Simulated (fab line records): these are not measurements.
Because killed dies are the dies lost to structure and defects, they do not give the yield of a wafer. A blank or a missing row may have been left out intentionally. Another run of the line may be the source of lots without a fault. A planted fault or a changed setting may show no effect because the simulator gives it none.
Struck lot and sound lot, side by side    flow sky130    44 out of 708 route steps
Sound: these wafers, L249.2, L249.3, L249.5. Struck: wafers L261.2, L261.5. (L261.6 of the same lot was not struck and is left out.) The cause comes at the end.
Per side, at each step with rows, come the tool, then ch with its chambers, and then its first start. Under that, the readings that differ: sound wafers    struck wafers    difference of the means    sigmas: that difference in standard deviations of wafers without a fault.
alike: same words and numbers on both sides, and readings whose means sit less than 2 such deviations apart. not compared: any withheld reading, any reading some wafer has no value for, any bound like >300 that may hide the same value, and any number with overlapping values for which the record gives no deviation.
The two part at a step that has a row with sigmas, a row that says differs or no value, or rows on one side only. Numbers that don't overlap but have no deviation are shown without sigmas and don't part them. A reading that every wafer of one side lacks parts them only if that side has two wafers or more.

first, 7 steps without rows for these wafers: SKY_VIA2_ETCH_15 (etches SiO2 in C4F8/O2/Ar, stops on TiN, target depth 546 nm, time 84 s); SKY_VIA2_STRIP_16 (strips in O2/N2); SKY_VIA2_STRIP_17 (strips in post etch residue remover, time 1200 s); SKY_VIA2_CLEAN_18 (cleans in IPA, time 180 s); SKY_VIA2_CLEAN_19 (cleans in O3/DIW); SKY_VIA2_SPUTTER_20 (material TiN, target thk 20 nm, time 80 s); SKY_VIA2_CVD_21 (deposits W, target thk 420 nm, time 126.4 s).
SKY_VIA2_RS_MEAS_22: uses a four-point probe to measure.
  sound on film-metro-03, day 37 05:26; struck on film-metro-03, day 40 21:55
  alike: VIA2_W_RS
SKY_VIA2_THK_MEAS_23: measures by xrf.
  sound on film-metro-03, day 37 05:32; struck on film-metro-03, day 40 22:01
  alike: VIA2_W_THK
then, 2 steps without rows for these wafers: SKY_VIA2_CMP_24 (polishes, stops on SiO2, t overpolish 20 s, target thk 0 nm); SKY_METAL3_SPUTTER_00 (material Ti, target thk 15 nm, time 10 s).
SKY_METAL3_SPUTTER_01: material TiN, target thk 20 nm, time 16.7 s.
  sound on pvd-sputter-02, day 37 05:55; struck on pvd-sputter-02, day 40 22:24
  alike: cathode-dc-power-W, throttle-valve-pct
SKY_METAL3_SPUTTER_02: material AlCu, target thk 735 nm, time 39.1 s.
  sound on pvd-sputter-02, day 37 05:56; struck on pvd-sputter-02, day 40 22:25
reading                                      sound              struck     difference  sigmas
model.AlCu_of_METAL3_SPUTTER_02.thk-nm (nm)  729.8 736.8 739.5  1413 1411  +677        
  alike: cathode-dc-power-W, throttle-valve-pct
SKY_METAL3_SPUTTER_03: material Ti, target thk 5 nm, time 3.3 s.
  sound on pvd-sputter-02, day 37 05:59; struck on pvd-sputter-02, day 40 22:28
  alike: cathode-dc-power-W, throttle-valve-pct
then, 2 steps without rows for these wafers: SKY_METAL3_SPUTTER_04 (material TiN, target thk 70 nm, time 58.3 s); SKY_CAPM_CVD_00 (deposits SiO2, target thk 15.5 nm).
SKY_CAPM_THK_MEAS_01:
  sound on film-metro-04, day 37 06:05; struck on film-metro-01, day 40 22:34
  alike: CAPM_CVD_00_THK
SKY_CAPM_SPUTTER_02: material TiN, target thk 200 nm, time 166.7 s.
  sound on pvd-sputter-04, day 37 06:08; struck on pvd-sputter-04, day 40 22:37
  alike: cathode-dc-power-W, throttle-valve-pct
SKY_CAPM_RS_MEAS_03: uses a four-point probe to measure.
  sound on film-metro-02, day 37 06:16; struck on film-metro-04, day 40 22:44
reading               sound           struck     difference  sigmas
CAPM_TIN_RS (ohm/sq)  7.00 7.14 7.16  6.88 6.91  -0.21       -2
SKY_CAPM_THK_MEAS_04: measures by xrf.
  sound on film-metro-02, day 37 06:22; struck on film-metro-04, day 40 22:51
  alike: CAPM_TIN_THK
then, 7 steps without rows for these wafers: SKY_CAPM_DEHYDRATE_05 (time 60 s); SKY_CAPM_HMDS_06 (prime time 60 s); SKY_CAPM_COAT_07 (resist thk 1140 nm); SKY_CAPM_SOFTBAKE_08 (time 60 s); SKY_CAPM_EXPOSE_09 (exposes mask CAPM, target cd 1000 nm); SKY_CAPM_PEB_10; SKY_CAPM_DEVELOP_11 (develop time 60 s).
SKY_CAPM_OVL_MEAS_12:
  sound on overlay-02, day 38 06:06; struck on overlay-01, day 41 22:10
  alike: CAPM_OVL
SKY_CAPM_METAL_ETCH_13: etches TiN in Cl2/BCl3, stops on SiO2, target depth 220 nm, time 62.9 s.
  sound on rie-metal-02 ch 0, day 38 06:08; struck on rie-metal-04 ch 0, day 41 22:11
reading                sound              struck       difference  sigmas
oes-product-au (a.u.)  0.928 0.911 0.924  0.941 0.940  +0.019      +2
  alike: drypump-motor-current-A, mfc-cl2-sccm, throttle-valve-pct
  not compared: rf-hours-counter-h
SKY_CAPM_STRIP_14: strips in O2/N2.
  sound on plasma-asher-04 ch 0,1, day 38 06:12; struck on plasma-asher-02 ch 0,1, day 41 22:16
  alike: drypump-motor-current-A, oes-product-au, strip-time-to-endpoint-s
  not compared: rf-hours-counter-h
then, 11 steps without rows for these wafers: SKY_CAPM_STRIP_15 (strips in post etch residue remover, time 1200 s); SKY_CAPM_CLEAN_16 (cleans in IPA, time 180 s); SKY_CAPM_CLEAN_17 (cleans in O3/DIW); SKY_METAL3_DEHYDRATE_05 (time 60 s); SKY_METAL3_HMDS_06 (prime time 60 s); SKY_METAL3_COAT_07 (resist thk 60 nm); SKY_METAL3_COAT_08 (resist thk 1140 nm); SKY_METAL3_SOFTBAKE_09 (time 90 s); SKY_METAL3_EXPOSE_10 (exposes mask MM3, target cd 300 nm); SKY_METAL3_PEB_11; SKY_METAL3_DEVELOP_12 (develop time 60 s).
SKY_METAL3_CD_MEAS_13: target cd 300 nm.
  sound on cd-sem-02, day 39 06:50; struck on cd-sem-01, day 42 19:51
  alike: cd-nm
SKY_METAL3_METAL_ETCH_18: etches the open film in Cl2/BCl3, stops on SiO2, target depth 845 nm, time 183.1 s.
  sound on rie-metal-01 ch 1, day 39 07:07; struck on rie-metal-01 ch 0,1, day 42 20:08
reading                sound              struck       difference  sigmas
oes-product-au (a.u.)  0.865 0.865 0.878  1.021 1.006  +0.144      +20
  alike: drypump-motor-current-A, mfc-cl2-sccm, throttle-valve-pct
  not compared: rf-hours-counter-h
-- the record jumps here: 7 days lie between the struck wafers' starts before and after (it left off in module METAL3 and takes up again in module PAD_OPEN, whose first step shown is number 708 of the route) --
SKY_PAD_OPEN_PROBE_99:
  sound on prober-01, day 46 12:19; struck on prober-01, day 49 09:58
reading                   sound           struck     difference  sigmas
defect-limited-yield (%)  85.2 82.3 84.3  0 0        -84         -44
killed_at_M0_to_M3        32 32 33        436 450    +411        +57
killed-dies               73 87 77        492 492    +413        +44
killed-on-rim             9 15 16         96 96      +83         +23
sort_bin_5_function (%)   9.6 10.6 10.6   92.9 93.9  +83.1       +55
sort-n-pass               419 405 415     0 0        -413        -44
sort-yield-pct (%)        85.2 82.3 84.3  0 0        -84         -44
  alike: killed_at_M4_up, killed-at-contacts, killed-at-front-end, killed-at-other, killed-open, killed-short, sort_bin_3_pad_short, sort_bin_6_memory

## WHERE THEY PART
Last at SKY_PAD_OPEN_PROBE_99 as far as this record goes, first at SKY_CAPM_RS_MEAS_03.

WHY: what had been put in by the simulator
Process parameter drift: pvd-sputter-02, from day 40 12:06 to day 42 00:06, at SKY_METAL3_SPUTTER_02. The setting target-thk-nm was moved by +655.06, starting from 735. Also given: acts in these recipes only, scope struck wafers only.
